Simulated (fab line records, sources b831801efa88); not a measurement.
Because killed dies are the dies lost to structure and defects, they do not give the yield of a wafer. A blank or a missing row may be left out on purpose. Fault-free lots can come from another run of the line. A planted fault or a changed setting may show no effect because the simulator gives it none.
Chamber matching -- flow gf180mcu -- GF_HV_LDD_ETCHBACK_58 on rieDiel-03 has 4 sister chambers
The step etches Si3N4 in CH3F/O2, stops on SiO2, time 100 s, target depth 90 nm. 14 wafers are shown with their chamber, then 7 later ones without.

== WAFERS WITH THEIR CHAMBER ==
wafer,chamber,drypumpMotorCurrentA (A),oesProductAu (a.u.),throttleValvePct (%)
L127.2,2,5.60,0.846,10.580
L127.3,3,5.44,0.853,10.554
L127.6,1,5.57,0.850,10.566
L133.2,1,5.58,0.839,10.565
L133.3,2,5.60,0.849,10.564
L133.6,2,5.59,0.840,10.572
L134.1,0,5.58,0.831,10.569
L134.3,2,5.58,0.829,10.563
L134.6,0,5.58,0.840,10.567
L136.1,2,5.62,0.837,10.544
L136.3,0,5.53,0.847,10.571
L136.6,2,5.60,0.844,10.559
L140.1,3,5.44,0.859,10.554
L140.2,3,5.44,0.853,10.561

SIGNATURES (averages over the wafers above)
reading,chamber 0,chamber 1,chamber 2,chamber 3,scatter within a chamber
drypumpMotorCurrentA,5.5633,5.5750,5.5983,5.4400,0.0161
oesProductAu,0.83933,0.84450,0.84083,0.85500,0.00687
throttleValvePct,10.56900,10.56550,10.56367,10.55633,0.00887
Rule: for a wafer and a chamber, the distance is found by dividing, reading by reading, the gap between the wafer's reading and the chamber's mean by the reading's scatter, squaring, summing and taking the root. If the next closest chamber is less than 2 further off than the closest, the wafer can't be placed; otherwise it belongs to the closest. The scatter is the square root of a quotient: the sum, over the shown wafers, of each reading's squared deviation from its chamber's mean, divided by wafers minus chambers.

== WAFERS WHOSE CHAMBER IS MISSING ==
wafer,drypumpMotorCurrentA (A),oesProductAu (a.u.),throttleValvePct (%)
L140.6,5.44,0.845,10.566
L146.1,5.57,0.841,10.556
L146.4,5.58,0.842,10.547
L146.5,5.58,0.836,10.555
L145.2,5.60,0.847,10.559
L145.3,5.43,0.844,10.571
L145.6,5.65,0.845,10.566

== WHICH CHAMBER EACH WENT THROUGH ==
wafer,from the rows above,in truth
L140.6,3,3
L146.1,can't be placed: 1 or 0 or 2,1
L146.4,can't be placed: 1 or 2 or 0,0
L146.5,can't be placed: 2 or 1 or 0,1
L145.2,can't be placed: 2 or 1 or 0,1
L145.3,3,3
L145.6,can't be placed: 2 or 1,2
Correct placement for 2 of the 7. Can't be placed from these rows: 5 (the true chamber is among the candidates in 5). Placed wrongly: 0.
